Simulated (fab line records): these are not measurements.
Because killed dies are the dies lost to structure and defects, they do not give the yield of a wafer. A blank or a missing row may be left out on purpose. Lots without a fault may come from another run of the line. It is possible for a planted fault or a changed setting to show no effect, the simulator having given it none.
fab line records + flow sky130
[record]
- lots = 5
- wafers = 15
- lastDay = 50
route steps=708 shown LDD_N@245 LDD_P@255
lots that met no fault: taken from a fault-free run of the same line
startH: hours from the record's opening day to when the first of the lot's shown wafers began + waitH: how many hours have passed since the lot's step before this one + " unchanged from the row above + L1.1+2: a row that stands for several wafers + - either no value or no given start + * or withheld: withheld + < > ~ a bound
route shown NAME@n: NAME is a module with steps in the file, n the number in the route of the first one + usual: mean/standard deviation taken from wafers without a fault + same: alike in all rows + chamber/n: place in a boat + sites: readings site by site + _std_site: the values' standard deviation + _edge_site: inner sites' mean taken away from outer sites' mean + radiusMm: how far each site lies from the wafer's centre + mask NAME#n: copy n + behind: the most recent tool/chamber to have shaped the wafer + hold: the reason the lot was held/the length of the hold in hours/how it ended + device: which transistor (n, p or np) failed to switch + end of line: tests of these same wafers at the route's end + a step given without rows: its recipe and nothing more + killed: dies that structure and defects cost at the first sort, which is not the same as the wafer's yield + map: a wafer's dies, x killed, . not, _ none there
set.NAME: the setting the step ran with; set.NAME@STEP: the setting that earlier step ran with + model.NAME: the simulator's own value behind a step, which no gauge read
lots at some steps of the route; a table a step, a row a wafer
services: a tool's chamber out of use, with start hour (startH, from the record's first day; less than 0 if before it), hours out, and reason
[[steps]]
[step SKY_LDD_N_IMPLANT_08]
[recipe]
- species = As
- energyKev = 20
- doseCm2 = 7.5e+13
- tiltDeg = withheld
- rotationDeg = 23
[step SKY_LDD_N_IMPLANT_09]
[recipe]
- species = As
- energyKev = 20
- doseCm2 = 7.5e+13
- tiltDeg = withheld
- rotationDeg = 113
[step SKY_LDD_N_IMPLANT_10]
[recipe]
- species = As
- energyKev = 20
- doseCm2 = 7.5e+13
- tiltDeg = withheld
- rotationDeg = 203
[step SKY_LDD_N_IMPLANT_11]
[recipe]
- species = As
- energyKev = 20
- doseCm2 = 7.557e+13
- tiltDeg = withheld
- rotationDeg = 293
[step SKY_LDD_N_IMPLANT_12]
[recipe]
- species = BF2
- energyKev = 50
- doseCm2 = 5e+12
- tiltDeg = 30
- rotationDeg = 0
[step SKY_LDD_N_IMPLANT_13]
[recipe]
- species = BF2
- energyKev = 50
- doseCm2 = 5e+12
- tiltDeg = 30
- rotationDeg = 90
[step SKY_LDD_N_IMPLANT_14]
[recipe]
- species = BF2
- energyKev = 50
- doseCm2 = 5e+12
- tiltDeg = 30
- rotationDeg = 180
[step SKY_LDD_N_IMPLANT_15]
[recipe]
- species = BF2
- energyKev = 50
- doseCm2 = 5e+12
- tiltDeg = 30
- rotationDeg = 270
[step SKY_LDD_N_STRIP_16]
[recipe]
- chemistry = O2/N2
- powerW = 1400
- pressureMtorr = 1500
- platenTempC = withheld
- o2FlowSccm = 3000
- n2FlowSccm = 300
- overashFraction = 0.5
[usual]
- drypumpMotorCurrentA = 5.59/0.22
- oesProductAu = 0.406/0.0045
- stripTimeToEndpointS = 4.312/0.014
| lot.wafer | tool           | chamber | startH | waitH | drypumpMotorCurrentA | oesProductAu | rfHoursCounterH | stripTimeToEndpointS |
|-----------|----------------|---------|--------|-------|----------------------|--------------|-----------------|----------------------|
| L525.2    | plasmaAsher-03 | 1       | 427.36 | 0.1   | 5.70                 | 0.406        | 70              | 4.304                |
| L525.3    | "              | 0       | "      | "     | 5.12                 | 0.405        | -               | 4.297                |
| L525.6    | "              | 0       | "      | "     | 5.14                 | 0.399        | -               | 4.298                |
| L531.3    | plasmaAsher-03 | 1       | 507.24 | 0.1   | 5.69                 | 0.404        | -               | 4.332                |
| L531.4    | "              | 0       | "      | "     | 5.13                 | 0.405        | -               | 4.321                |
| L531.6    | "              | 0       | "      | "     | 5.14                 | 0.411        | -               | 4.326                |
| L533.4    | plasmaAsher-03 | 1       | 525.23 | 0.1   | 5.71                 | 0.407        | -               | 4.328                |
| L533.5    | "              | 1       | "      | "     | 5.68                 | 0.407        | -               | 4.306                |
| L533.6    | "              | 0       | "      | "     | 5.14                 | 0.409        | -               | 4.320                |
| L536.3    | plasmaAsher-02 | 1       | 534.48 | 0.1   | 5.50                 | 0.398        | -               | 4.312                |
| L536.4    | "              | 0       | "      | "     | 5.62                 | 0.415        | -               | 4.326                |
| L536.6    | "              | 1       | "      | "     | 5.48                 | 0.409        | -               | 4.320                |
| L545.1    | plasmaAsher-01 | 1       | 609.35 | 0.1   | 5.85                 | 0.409        | 17              | 4.302                |
| L545.5    | "              | 0       | "      | "     | 5.59                 | 0.405        | -               | 4.337                |
| L545.6    | "              | 1       | "      | "     | 5.86                 | 0.401        | -               | 4.310                |
[step SKY_LDD_N_TW_MEAS_17]
[usual]
- LDD_N_TW = 2595/21
| lot.wafer | tool         | chamber | startH | waitH | LDD_N_TW |
|-----------|--------------|---------|--------|-------|----------|
| L525.2    | filmMetro-03 | -       | 427.47 | 0.1   | 2607     |
| L525.3    | "            | -       | "      | "     | 2607     |
| L525.6    | "            | -       | "      | "     | 2606     |
| L531.3    | filmMetro-03 | -       | 507.33 | 0.1   | 2602     |
| L531.4    | "            | -       | "      | "     | 2611     |
| L531.6    | "            | -       | "      | "     | 2602     |
| L533.4    | filmMetro-03 | -       | 525.33 | 0.1   | 2605     |
| L533.5    | "            | -       | "      | "     | 2615     |
| L533.6    | "            | -       | "      | "     | 2599     |
| L536.3    | filmMetro-02 | -       | 534.57 | 0.1   | 2577     |
| L536.4    | "            | -       | "      | "     | 2574     |
| L536.6    | "            | -       | "      | "     | 2574     |
| L545.1    | filmMetro-02 | -       | 609.45 | 0.1   | 2567     |
| L545.5    | "            | -       | "      | "     | 2578     |
| L545.6    | "            | -       | "      | "     | 2574     |
[step SKY_LDD_P_DEHYDRATE_00]
[recipe]
- tempC = 200
- timeS = 60
[step SKY_LDD_P_HMDS_01]
[recipe]
- primeTimeS = 60
- primeTempC = 120
[step SKY_LDD_P_COAT_02]
[recipe]
- resist = NOVOLAK
- spinRpm = 3000
- resistThkNm = 1140
[usual]
- chillPlateTempC = 22.99/0.11
- dispensePressureKPa = 51.6/0.81
| lot.wafer | tool          | chamber | startH | waitH | chillPlateTempC | dispensePressureKPa | model.NOVOLAK_of_LDD_P_COAT_02.thkNm |
|-----------|---------------|---------|--------|-------|-----------------|---------------------|--------------------------------------|
| L525.2    | lithoTrack-03 | 0       | 441.02 | 0.1   | 23.12           | 50.6                | 1137                                 |
| L525.3    | "             | 0       | "      | "     | 23.07           | 50.7                | 1140                                 |
| L525.6    | "             | 0       | "      | "     | 23.14           | 50.7                | 1140                                 |
| L531.3    | lithoTrack-01 | 0       | 521.68 | 0.1   | 23.16           | 52.7                | 1094                                 |
| L531.4    | "             | 0       | "      | "     | 23.22           | 52.6                | 1095                                 |
| L531.6    | "             | 0       | "      | "     | 23.04           | 52.6                | 1095                                 |
| L533.4    | lithoTrack-03 | 0       | 540.42 | 0.1   | 22.95           | 50.7                | 1147                                 |
| L533.5    | "             | 0       | "      | "     | 23.04           | 50.7                | 1148                                 |
| L533.6    | "             | 0       | "      | "     | 23.04           | 50.8                | 1145                                 |
| L536.3    | lithoTrack-02 | 0       | 549.21 | 0.1   | 22.86           | 51.6                | 1136                                 |
| L536.4    | "             | 0       | "      | "     | 22.87           | 51.6                | 1136                                 |
| L536.6    | "             | 0       | "      | "     | 23.02           | 51.6                | 1141                                 |
| L545.1    | lithoTrack-01 | 0       | 623.28 | 0.1   | 22.95           | 52.6                | 1142                                 |
| L545.5    | "             | 0       | "      | "     | 22.90           | 52.7                | 1142                                 |
| L545.6    | "             | 0       | "      | "     | 22.93           | 52.7                | 1143                                 |
[step SKY_LDD_P_SOFTBAKE_03]
[recipe]
- tempC = 90
- timeS = 60
- resist = NOVOLAK
[step SKY_LDD_P_EXPOSE_04]
[recipe]
- maskId = PSDM
- na = 0.6
- sourceShape = conventional
- sigmaOuter = 0.6
- polarization = unpolarized
- targetCdNm = 380
- doseMj = 138
[step SKY_LDD_P_PEB_05]
[recipe]
- tempC = withheld
- timeS = *
- resist = NOVOLAK
[step SKY_LDD_P_DEVELOP_06]
[recipe]
- resist = NOVOLAK
- developer = TMAH
- developTimeS = 60
- devTempC = 23
[usual]
- chillPlateTempC = 23.01/0.095
- developerTempC = 23.00/0.099
| lot.wafer | tool          | chamber | startH | waitH | chillPlateTempC | developerTempC | model.NOVOLAK_of_LDD_P_COAT_02.thkNm |
|-----------|---------------|---------|--------|-------|-----------------|----------------|--------------------------------------|
| L525.2    | lithoTrack-01 | 0       | 457.06 | 0.1   | 23.04           | 23.15          | 1136                                 |
| L525.3    | "             | 0       | "      | "     | 23.08           | 22.99          | 1139                                 |
| L525.6    | "             | 0       | "      | "     | 23.12           | 23.02          | 1139                                 |
| L531.3    | lithoTrack-03 | 0       | 536.80 | 0.1   | 23.06           | 23.18          | 1094                                 |
| L531.4    | "             | 0       | "      | "     | 22.91           | 23.10          | 1095                                 |
| L531.6    | "             | 0       | "      | "     | 22.87           | 23.07          | 1095                                 |
| L533.4    | lithoTrack-01 | 0       | 555.76 | 0.1   | 22.81           | 22.90          | 1146                                 |
| L533.5    | "             | 0       | "      | "     | 22.87           | 22.96          | 1147                                 |
| L533.6    | "             | 0       | "      | "     | 22.94           | 23.05          | 1145                                 |
| L536.3    | lithoTrack-02 | 0       | 563.71 | 0.1   | 22.95           | 23.07          | 1135                                 |
| L536.4    | "             | 0       | "      | "     | 23.02           | 22.95          | 1135                                 |
| L536.6    | "             | 0       | "      | "     | 23.07           | 22.98          | 1141                                 |
| L545.1    | lithoTrack-01 | 0       | 637.73 | 0.1   | 23.02           | 22.97          | 1142                                 |
| L545.5    | "             | 0       | "      | "     | 22.98           | 23.06          | 1141                                 |
| L545.6    | "             | 0       | "      | "     | 22.85           | 23.07          | 1142                                 |
[step SKY_LDD_P_CD_MEAS_07]
[recipe]
- targetCdNm = 380
[usual]
- cdNm = 381.1/1.9
| lot.wafer | tool     | chamber | startH | waitH | cdNm  |
|-----------|----------|---------|--------|-------|-------|
| L525.2    | cdSem-01 | -       | 457.20 | 0.1   | 381.2 |
| L525.3    | "        | -       | "      | "     | 378.8 |
| L525.6    | "        | -       | "      | "     | 381.9 |
| L531.3    | cdSem-02 | -       | 536.94 | 0.1   | 383.9 |
| L531.4    | "        | -       | "      | "     | 385.5 |
| L531.6    | "        | -       | "      | "     | 384.6 |
| L533.4    | cdSem-02 | -       | 555.89 | 0.1   | 380.5 |
| L533.5    | "        | -       | "      | "     | 379.5 |
| L533.6    | "        | -       | "      | "     | 379.7 |
| L536.3    | cdSem-01 | -       | 563.85 | 0.1   | 379.7 |
| L536.4    | "        | -       | "      | "     | 380.0 |
| L536.6    | "        | -       | "      | "     | 380.8 |
| L545.1    | cdSem-02 | -       | 637.88 | 0.1   | 382.5 |
| L545.5    | "        | -       | "      | "     | 381.0 |
| L545.6    | "        | -       | "      | "     | 380.9 |
[step SKY_LDD_P_OVL_MEAS_08]
[usual]
- LDD_P_OVL = -2.1/1.3
| lot.wafer | tool       | chamber | startH | waitH | LDD_P_OVL[nm] |
|-----------|------------|---------|--------|-------|---------------|
| L525.2    | overlay-02 | -       | 457.31 | 0.1   | -3.1          |
| L525.3    | "          | -       | "      | "     | -2.2          |
| L525.6    | "          | -       | "      | "     | -3.1          |
| L531.3    | overlay-01 | -       | 537.03 | 0.1   | -1.0          |
| L531.4    | "          | -       | "      | "     | 0.4           |
| L531.6    | "          | -       | "      | "     | -1.5          |
| L533.4    | overlay-02 | -       | 555.97 | 0.1   | -1.7          |
| L533.5    | "          | -       | "      | "     | -1.7          |
| L533.6    | "          | -       | "      | "     | -2.2          |
| L536.3    | overlay-02 | -       | 563.94 | 0.1   | -1.8          |
| L536.4    | "          | -       | "      | "     | -2.2          |
| L536.6    | "          | -       | "      | "     | -1.6          |
| L545.1    | overlay-01 | -       | 638.00 | 0.1   | -4.2          |
| L545.5    | "          | -       | "      | "     | -2.8          |
| L545.6    | "          | -       | "      | "     | -2.4          |
[step SKY_LDD_P_IMPLANT_09]
[recipe]
- species = BF2
- energyKev = 25
- doseCm2 = 1e+13
- tiltDeg = withheld
[step SKY_LDD_P_STRIP_10]
[recipe]
- chemistry = O2/N2
- powerW = 1400
- pressureMtorr = 1500
- platenTempC = withheld
- o2FlowSccm = 3000
- n2FlowSccm = 300
- overashFraction = 0.5
[usual]
- drypumpMotorCurrentA = 5.76/0.24
- oesProductAu = 0.716/0.0044
- stripTimeToEndpointS = 14.18/0.042
| lot.wafer | tool           | chamber | startH | waitH | drypumpMotorCurrentA | oesProductAu | rfHoursCounterH | stripTimeToEndpointS |
|-----------|----------------|---------|--------|-------|----------------------|--------------|-----------------|----------------------|
| L525.2    | plasmaAsher-02 | 1       | 457.49 | 0.1   | 5.48                 | 0.715        | 32              | 14.15                |
| L525.3    | "              | 0       | "      | "     | 5.64                 | 0.719        | -               | 14.17                |
| L525.6    | "              | 1       | "      | "     | 5.49                 | 0.707        | -               | 14.19                |
| L531.3    | plasmaAsher-01 | 0       | 537.24 | 0.1   | 5.59                 | 0.712        | -               | 13.63                |
| L531.4    | "              | 1       | "      | "     | 5.86                 | 0.722        | -               | 13.65                |
| L531.6    | "              | 1       | "      | "     | 5.85                 | 0.711        | -               | 13.64                |
| L533.4    | plasmaAsher-02 | 0       | 556.17 | 0.1   | 5.63                 | 0.710        | -               | 14.25                |
| L533.5    | "              | 0       | "      | "     | 5.65                 | 0.719        | -               | 14.26                |
| L533.6    | "              | 1       | "      | "     | 5.49                 | 0.719        | -               | 14.23                |
| L536.3    | plasmaAsher-02 | 1       | 564.15 | 0.1   | 5.51                 | 0.713        | -               | 14.13                |
| L536.4    | "              | 0       | "      | "     | 5.64                 | 0.709        | -               | 14.12                |
| L536.6    | "              | 0       | "      | "     | 5.61                 | 0.717        | -               | 14.19                |
| L545.1    | plasmaAsher-04 | 1       | 638.19 | 0.1   | 5.80                 | 0.710        | 83              | 14.19                |
| L545.5    | "              | 0       | "      | "     | 6.24                 | 0.710        | -               | 14.20                |
| L545.6    | "              | 1       | "      | "     | 5.80                 | 0.716        | -               | 14.19                |
[step SKY_LDD_P_TW_MEAS_11]
[usual]
- LDD_P_TW = 639/6.2
| lot.wafer | tool         | chamber | startH | waitH | LDD_P_TW |
|-----------|--------------|---------|--------|-------|----------|
| L525.2    | filmMetro-03 | -       | 457.60 | 0.1   | 640      |
| L525.3    | "            | -       | "      | "     | 643      |
| L525.6    | "            | -       | "      | "     | 643      |
| L531.3    | filmMetro-03 | -       | 537.32 | 0.1   | 639      |
| L531.4    | "            | -       | "      | "     | 634      |
| L531.6    | "            | -       | "      | "     | 638      |
| L533.4    | filmMetro-03 | -       | 556.27 | 0.1   | 646      |
| L533.5    | "            | -       | "      | "     | 645      |
| L533.6    | "            | -       | "      | "     | 639      |
| L536.3    | filmMetro-04 | -       | 564.24 | 0.1   | 631      |
| L536.4    | "            | -       | "      | "     | 633      |
| L536.6    | "            | -       | "      | "     | 632      |
| L545.1    | filmMetro-01 | -       | 638.29 | 0.1   | 640      |
| L545.5    | "            | -       | "      | "     | 645      |
| L545.6    | "            | -       | "      | "     | 645      |
[[services]]
| tool           | chamber | startH | hours | kind                     |
|----------------|---------|--------|-------|--------------------------|
| plasmaAsher-01 | -       | 421.35 | 9.0   | pm                       |
| plasmaAsher-01 | 0       | 421.35 | 9.0   | ventCycle                |
| plasmaAsher-01 | 1       | 421.35 | 9.0   | ventCycle                |
| plasmaAsher-01 | 0       | 430.35 | -     | clean                    |
| plasmaAsher-01 | 1       | 430.35 | -     | clean                    |
| lithoTrack-02  | -       | 430.87 | -     | consumableReplace:filter |
| plasmaAsher-04 | -       | 440.78 | 1.6   | repair                   |
| plasmaAsher-01 | -       | 446.51 | 1.3   | repair                   |
| plasmaAsher-04 | -       | 557.40 | 2.8   | pm                       |
| plasmaAsher-01 | -       | 594.49 | 1.9   | repair                   |
| plasmaAsher-03 | -       | 605.77 | 6.0   | repair                   |
| plasmaAsher-02 | -       | 631.54 | 77.4  | repair                   |
[[key]]
[firstSign]
- step = SKY_LDD_P_STRIP_10
- reading = stripTimeToEndpointS
- direction = down
- sigmas = 13
- usual = *
- struck = *
effect none on later readings
[modelEffect]
- step = SKY_LDD_P_COAT_02
- value = NOVOLAK_of_LDD_P_COAT_02.thkNm
- without = 1139
- struck = 1095
[modelEffect]
- step = SKY_LDD_P_DEVELOP_06
- value = NOVOLAK_of_LDD_P_COAT_02.thkNm
- without = 1139
- struck = 1094
metAt SKY_LDD_P_COAT_02
struckWafers L531.3,L531.4,L531.6
testerLeftOut L531
alsoFits SKY_LDD_P_DEVELOP_06:lithoTrack-03,SKY_LDD_P_STRIP_10:plasmaAsher-01
[fault]
- kind = processParameterDrift
- tool = lithoTrack-01
- chamber = -
- onsetH = 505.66
- steps = SKY_LDD_P_COAT_02
- channel = resistThkNm
- offset = -44.742
- shape = step
- endH = 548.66
- actsIn = theseRecipesOnly
- stated = 1140
// testerLeftOut: of these lots the tester's yield and bins aren't shown, on N5 and GAA mostly nor the transistor test; their killed dies are dies lost to structure and defects alone, not to doping, threshold or leakage, so they don't give the yield
